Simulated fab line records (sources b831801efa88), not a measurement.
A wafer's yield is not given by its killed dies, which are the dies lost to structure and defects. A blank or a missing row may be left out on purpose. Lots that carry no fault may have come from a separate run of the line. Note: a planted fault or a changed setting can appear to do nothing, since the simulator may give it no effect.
fab line records	flow sky130
record: lots: 7	wafers: 21	last_day: 51
route steps=708 shown LDD_N@241 LDD_P@255 LDD_HVN@267
lots untouched by any fault: they come from a run of this same line in which no faults occurred
start_h: hours from the record's opening day to when the first of the lot's shown wafers began	wait_h: hours elapsed since this lot's preceding step	" the same as in the row above	L1.1+2: a single row standing in for several wafers	- value missing, or start not given	* or withheld: withheld	< > ~ a bound
route shown NAME@n: NAME is a module with steps in the file, n the number in the route of the first one	usual: mean/standard deviation taken from wafers without a fault	same: alike in all rows	chamber/n: place in a boat	sites: readings site by site	_std_site: standard deviation of those values	_edge_site: mean of outer sites minus mean of inner sites	radius_mm: how far each site lies from the wafer's centre	mask NAME#n: copy n	behind: the last tool/chamber to shape the wafer	hold: why the lot was held/for how many hours/how that ended	device: the n, p or np transistor that did not switch	end of line: tests run on the same wafers once the route is complete	a step given without rows: its recipe and nothing more	killed: at the first sort, the dies lost to defects and structure; wafer yield is something else	map: per-die view of a wafer (x killed, . not killed, _ where there is no die)
set.NAME: setting as actually run; set.NAME@STEP: the setting as run at that earlier step	model.NAME: the simulator's own value behind a step, which no gauge read
lots at some steps of the route; a table a step, a row a wafer
services: when a tool's chamber went out of use (start_h, in hours from the record's first day, below 0 if earlier), for how many hours, and the reason
== steps ==
step: SKY_LDD_N_EXPOSE_04
recipe: mask_id: NTM	target_cd_nm: 840	na: 0.6	source_shape: conventional	sigma_outer: 0.6	dose_mj: 110
step: SKY_LDD_N_PEB_05
recipe: temp_c: withheld	time_s: *	resist: NOVOLAK
step: SKY_LDD_N_DEVELOP_06
recipe: develop_time_s: 60	dev_temp_c: 23
step: SKY_LDD_N_OVL_MEAS_07
usual: LDD_N_OVL: 0.0/1.5
lot.wafer	tool	chamber	start_h	wait_h	LDD_N_OVL[nm]
L269.3	overlay-01	-	441.74	0.1	-1.0
L269.5	"	-	"	"	-1.0
L269.6	"	-	"	"	-2.0
L282.3	overlay-02	-	555.84	0.1	0.7
L282.4	"	-	"	"	1.8
L282.6	"	-	"	"	1.5
L284.2	overlay-02	-	561.61	0.1	-1.8
L284.4	"	-	"	"	-0.5
L284.5	"	-	"	"	0.5
L285.2	overlay-02	-	566.16	0.1	-0.1
L285.3	"	-	"	"	-0.7
L285.4	"	-	"	"	0.4
L286.1	overlay-02	-	570.21	0.1	0.9
L286.5	"	-	"	"	0.8
L286.6	"	-	"	"	0.5
L289.2	overlay-02	-	597.49	0.1	2.9
L289.3	"	-	"	"	1.2
L289.5	"	-	"	"	1.6
L290.2	overlay-02	-	615.94	0.1	0.3
L290.5	"	-	"	"	0.2
L290.6	"	-	"	"	0.8
step: SKY_LDD_N_IMPLANT_08
recipe: species: As	energy_kev: 20	dose_cm2: 7.5e+13	tilt_deg: withheld	rotation_deg: 23
step: SKY_LDD_N_IMPLANT_09
recipe: species: As	energy_kev: 20	dose_cm2: 7.5e+13	tilt_deg: withheld	rotation_deg: 113
step: SKY_LDD_N_IMPLANT_10
recipe: species: As	energy_kev: 20	dose_cm2: 7.5e+13	tilt_deg: withheld	rotation_deg: 203
step: SKY_LDD_N_IMPLANT_11
recipe: species: As	energy_kev: 20	dose_cm2: 7.5e+13	tilt_deg: withheld	rotation_deg: 293
step: SKY_LDD_N_IMPLANT_12
recipe: species: BF2	energy_kev: 50	dose_cm2: 5e+12	tilt_deg: 30	rotation_deg: 0
step: SKY_LDD_N_IMPLANT_13
recipe: species: BF2	energy_kev: 50	dose_cm2: 5e+12	tilt_deg: 30	rotation_deg: 90
step: SKY_LDD_N_IMPLANT_14
recipe: species: BF2	energy_kev: 50	dose_cm2: 5e+12	tilt_deg: 30	rotation_deg: 180
step: SKY_LDD_N_IMPLANT_15
recipe: species: BF2	energy_kev: 50	dose_cm2: 5e+12	tilt_deg: 30	rotation_deg: 270
step: SKY_LDD_N_STRIP_16
recipe: chemistry: O2/N2	power_w: 1400	pressure_mtorr: 1500	platen_temp_c: withheld	o2_flow_sccm: 3000	n2_flow_sccm: 300	overash_fraction: 0.5
usual: chamber_pressure_mTorr: 1500/3.3	drypump_motor_current_A: 5.8/0.48	oes_product_au: 0.406/0.0047	overash_fraction: 0.5/0	strip_time_to_endpoint_s: 4.317/0.012
lot.wafer	tool	chamber	start_h	wait_h	chamber_pressure_mTorr	drypump_motor_current_A	oes_product_au	overash_fraction	rf_hours_counter_h	strip_time_to_endpoint_s	model.NOVOLAK_of_LDD_N_COAT_02.thk_nm
L269.3	plasma_asher-02	1	443.01	0.1	1499	5.2	0.408	0.5	-	4.329	0
L269.5	"	0	"	"	1499	5.2	0.406	0.5	-	4.325	0
L269.6	"	1	"	"	1498	5.2	0.405	0.5	-	4.331	0
L282.3	plasma_asher-04	1	557.10	0.1	1500	6.0	0.399	0.5	-	4.311	0
L282.4	"	0	"	"	1499	6.4	0.413	0.5	-	4.317	0
L282.6	"	0	"	"	1500	6.4	0.402	0.5	-	4.306	0
L284.2	plasma_asher-03	1	562.84	0.1	-	-	-	-	-	-	300.2
L284.4	"	0	"	"	-	-	-	-	-	-	299.8
L284.5	"	1	"	"	-	-	-	-	-	-	300.3
L285.2	plasma_asher-02	0	567.39	0.1	-	-	-	-	-	-	299.4
L285.3	"	0	"	"	-	-	-	-	-	-	299.8
L285.4	"	1	"	"	-	-	-	-	-	-	300
L286.1	plasma_asher-03	1	571.44	0.1	-	-	-	-	-	-	300.6
L286.5	"	1	"	"	-	-	-	-	-	-	300.2
L286.6	"	0	"	"	-	-	-	-	-	-	301
L289.2	plasma_asher-04	1	598.77	0.2	1499	6.0	0.411	0.5	18	4.310	0
L289.3	"	0	"	"	1499	6.4	0.410	0.5	-	4.317	0
L289.5	"	0	"	"	1499	6.4	0.409	0.5	-	4.310	0
L290.2	plasma_asher-02	1	617.17	0.1	1501	5.2	0.399	0.5	51	4.312	0
L290.5	"	1	"	"	1501	5.2	0.416	0.5	-	4.298	0
L290.6	"	0	"	"	1502	5.2	0.404	0.5	-	4.291	0
step: SKY_LDD_N_TW_MEAS_17
usual: LDD_N_TW: 2598/27
lot.wafer	tool	chamber	start_h	wait_h	LDD_N_TW
L269.3	film_metro-01	-	443.10	0.1	2500
L269.5	"	-	"	"	2502
L269.6	"	-	"	"	2514
L282.3	film_metro-04	-	557.19	0.1	2605
L282.4	"	-	"	"	2609
L282.6	"	-	"	"	2615
L284.2	film_metro-03	-	562.95	0.1	2593
L284.4	"	-	"	"	2583
L284.5	"	-	"	"	2594
L285.2	film_metro-03	-	567.50	0.1	2588
L285.3	"	-	"	"	2586
L285.4	"	-	"	"	2587
L286.1	film_metro-04	-	571.54	0.1	2625
L286.5	"	-	"	"	2602
L286.6	"	-	"	"	2604
L289.2	film_metro-04	-	598.88	0.1	2623
L289.3	"	-	"	"	2611
L289.5	"	-	"	"	2617
L290.2	film_metro-03	-	617.28	0.1	2603
L290.5	"	-	"	"	2599
L290.6	"	-	"	"	2582
step: SKY_LDD_P_DEHYDRATE_00
recipe: temp_c: 200	time_s: 60
step: SKY_LDD_P_HMDS_01
recipe: prime_time_s: 60	prime_temp_c: 120
step: SKY_LDD_P_COAT_02
recipe: resist: NOVOLAK	spin_rpm: 3000	resist_thk_nm: 1140
step: SKY_LDD_P_SOFTBAKE_03
recipe: temp_c: 90	time_s: 60	resist: NOVOLAK
step: SKY_LDD_P_EXPOSE_04
recipe: mask_id: PSDM	na: 0.6	source_shape: conventional	sigma_outer: 0.6	polarization: unpolarized	target_cd_nm: 380	dose_mj: 138
step: SKY_LDD_P_PEB_05
recipe: temp_c: withheld	time_s: *	resist: NOVOLAK
step: SKY_LDD_P_DEVELOP_06
recipe: resist: NOVOLAK	developer: TMAH	develop_time_s: 60	dev_temp_c: 23
step: SKY_LDD_P_CD_MEAS_07
recipe: target_cd_nm: 380
usual: cd_nm: 379.7/3
lot.wafer	tool	chamber	start_h	wait_h	cd_nm
L269.3	cd_sem-02	-	474.22	0.1	377.4
L269.5	"	-	"	"	377.9
L269.6	"	-	"	"	378.2
L282.3	cd_sem-02	-	586.61	0.1	379.2
L282.4	"	-	"	"	378.1
L282.6	"	-	"	"	380.1
L284.2	cd_sem-02	-	592.54	0.1	377.6
L284.4	"	-	"	"	379.0
L284.5	"	-	"	"	378.8
L285.2	cd_sem-02	-	596.90	0.1	378.5
L285.3	"	-	"	"	378.8
L285.4	"	-	"	"	380.3
L286.1	cd_sem-01	-	600.98	0.1	379.8
L286.5	"	-	"	"	380.1
L286.6	"	-	"	"	377.7
L289.2	cd_sem-01	-	628.00	0.1	383.8
L289.3	"	-	"	"	385.3
L289.5	"	-	"	"	384.9
L290.2	cd_sem-01	-	646.33	0.1	377.6
L290.5	"	-	"	"	375.9
L290.6	"	-	"	"	378.6
step: SKY_LDD_P_OVL_MEAS_08
usual: LDD_P_OVL: -0.3/1.2
lot.wafer	tool	chamber	start_h	wait_h	LDD_P_OVL[nm]
L269.3	overlay-02	-	474.31	0.1	-0.6
L269.5	"	-	"	"	2.3
L269.6	"	-	"	"	-1.0
L282.3	overlay-02	-	586.70	0.1	-1.7
L282.4	"	-	"	"	0.2
L282.6	"	-	"	"	-0.1
L284.2	overlay-02	-	592.65	0.1	1.0
L284.4	"	-	"	"	-0.4
L284.5	"	-	"	"	-2.2
L285.2	overlay-02	-	597.03	0.1	0.3
L285.3	"	-	"	"	-3.2
L285.4	"	-	"	"	-1.9
L286.1	overlay-02	-	601.10	0.1	0.0
L286.5	"	-	"	"	-2.3
L286.6	"	-	"	"	-0.7
L289.2	overlay-02	-	628.11	0.1	-1.2
L289.3	"	-	"	"	-0.1
L289.5	"	-	"	"	-0.4
L290.2	overlay-02	-	646.43	0.1	1.1
L290.5	"	-	"	"	0.7
L290.6	"	-	"	"	1.8
step: SKY_LDD_P_IMPLANT_09
recipe: species: BF2	energy_kev: 25	dose_cm2: 1e+13	tilt_deg: withheld
step: SKY_LDD_P_STRIP_10
recipe: chemistry: O2/N2	power_w: 1400	pressure_mtorr: 1500	platen_temp_c: withheld	o2_flow_sccm: 3000	n2_flow_sccm: 300	overash_fraction: 0.5
usual: chamber_pressure_mTorr: 1500.0/1.3	drypump_motor_current_A: 5.6/0.46	oes_product_au: 0.715/0.0044	strip_time_to_endpoint_s: 14.17/0.044
same: overash_fraction: 0.5
lot.wafer	tool	chamber	start_h	wait_h	chamber_pressure_mTorr	drypump_motor_current_A	oes_product_au	rf_hours_counter_h	strip_time_to_endpoint_s
L269.3	plasma_asher-03	1	474.52	0.1	1501.8	6.1	0.720	-	14.20
L269.5	"	1	"	"	1501.1	6.1	0.710	-	14.22
L269.6	"	0	"	"	1500.3	6.1	0.714	-	14.21
L282.3	plasma_asher-03	0	586.91	0.1	1501.0	6.1	0.709	-	14.22
L282.4	"	1	"	"	1498.9	6.1	0.713	-	14.24
L282.6	"	1	"	"	1498.6	6.1	0.717	-	14.19
L284.2	plasma_asher-03	1	592.83	0.1	1501.5	6.1	0.718	79	18.71
L284.4	"	0	"	"	1499.0	6.1	0.718	-	18.70
L284.5	"	0	"	"	1499.0	6.0	0.722	-	18.69
L285.2	plasma_asher-02	1	597.28	0.2	1501.7	5.2	0.713	48	18.73
L285.3	"	1	"	"	1499.7	5.2	0.711	-	18.69
L285.4	"	0	"	"	1499.1	5.2	0.721	-	18.72
L286.1	plasma_asher-02	0	601.33	0.2	1501.5	5.2	0.715	49	18.76
L286.5	"	0	"	"	1499.2	5.2	0.713	-	18.74
L286.6	"	1	"	"	1500.1	5.2	0.717	-	18.72
L289.2	plasma_asher-01	0	628.29	0.1	1499.7	5.3	0.725	77	14.23
L289.3	"	1	"	"	1498.2	6.3	0.718	-	14.15
L289.5	"	1	"	"	1500.0	6.3	0.720	-	14.17
L290.2	plasma_asher-03	0	646.61	0.1	1500.0	6.1	0.720	83	14.22
L290.5	"	0	"	"	1500.0	6.1	0.717	-	14.24
L290.6	"	1	"	"	1497.6	6.1	0.716	-	14.19
step: SKY_LDD_P_TW_MEAS_11
usual: LDD_P_TW: 632/6.5
lot.wafer	tool	chamber	start_h	wait_h	LDD_P_TW
L269.3	film_metro-01	-	474.61	0.1	621
L269.5	"	-	"	"	620
L269.6	"	-	"	"	620
L282.3	film_metro-03	-	587.00	0.1	643
L282.4	"	-	"	"	637
L282.6	"	-	"	"	641
L284.2	film_metro-02	-	592.94	0.1	30
L284.4	"	-	"	"	30
L284.5	"	-	"	"	30
L285.2	film_metro-02	-	597.39	0.1	30
L285.3	"	-	"	"	30
L285.4	"	-	"	"	30
L286.1	film_metro-02	-	601.43	0.1	30
L286.5	"	-	"	"	30
L286.6	"	-	"	"	30
L289.2	film_metro-03	-	628.40	0.1	637
L289.3	"	-	"	"	637
L289.5	"	-	"	"	638
L290.2	film_metro-02	-	646.72	0.1	634
L290.5	"	-	"	"	632
L290.6	"	-	"	"	632
step: SKY_LDD_HVN_DEHYDRATE_00
recipe: temp_c: 200	time_s: 60
== services ==
tool	chamber	start_h	hours	kind
plasma_asher-04	-	421.25	9.0	pm
plasma_asher-04	0	421.25	9.0	vent_cycle
plasma_asher-04	1	421.25	9.0	vent_cycle
plasma_asher-04	0	430.25	-	clean
plasma_asher-04	1	430.25	-	clean
plasma_asher-02	-	461.76	15.6	pm
plasma_asher-03	-	461.98	0.4	repair
plasma_asher-01	-	482.69	2.3	repair
plasma_asher-04	-	484.92	3.6	repair
plasma_asher-02	-	560.29	1.4	repair
plasma_asher-04	-	570.40	2.8	pm
plasma_asher-02	-	577.52	5.0	repair
plasma_asher-01	-	587.25	15.6	pm
plasma_asher-03	-	595.12	12.3	repair
plasma_asher-01	-	606.45	4.1	repair
== key ==
first_sign: step: SKY_LDD_N_STRIP_16	reading: tool_record	direction: missing
effect: step: SKY_LDD_P_STRIP_10	reading: strip_time_to_endpoint_s	direction: up	sigmas: 99+	usual: *	struck: *
effect: step: SKY_LDD_P_TW_MEAS_11	reading: LDD_P_TW	direction: down	sigmas: 93	usual: 632	struck: 30
model_effect: step: SKY_LDD_N_STRIP_16	value: NOVOLAK_of_LDD_N_COAT_02.thk_nm	without: 0	struck: 300.1
met_at SKY_LDD_N_STRIP_16
struck_wafers L284.2,L284.4,L284.5,L285.2,L285.3,L285.4,L286.1,L286.5,L286.6
sort_left_out L284.2,L284.4,L284.5,L285.2,L285.3,L285.4,L286.1,L286.5,L286.6
tester_left_out L284,L285,L286
onset_between 443.01 562.84
fault: kind: skipped_step_whole	tool: plasma_asher-02,plasma_asher-03	chamber: -	onset_h: 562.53	steps: SKY_LDD_N_STRIP_16	scope: struck_lots_only
tester_left_out: of these lots the tester's yield and bins aren't shown, on N5 and GAA mostly nor the transistor test; their killed dies are dies lost to structure and defects alone, not to doping, threshold or leakage, so they don't give the yield
sort_left_out: the simulated sort isn't trusted on such a fault, so these wafers' sort isn't shown, and their yield isn't known
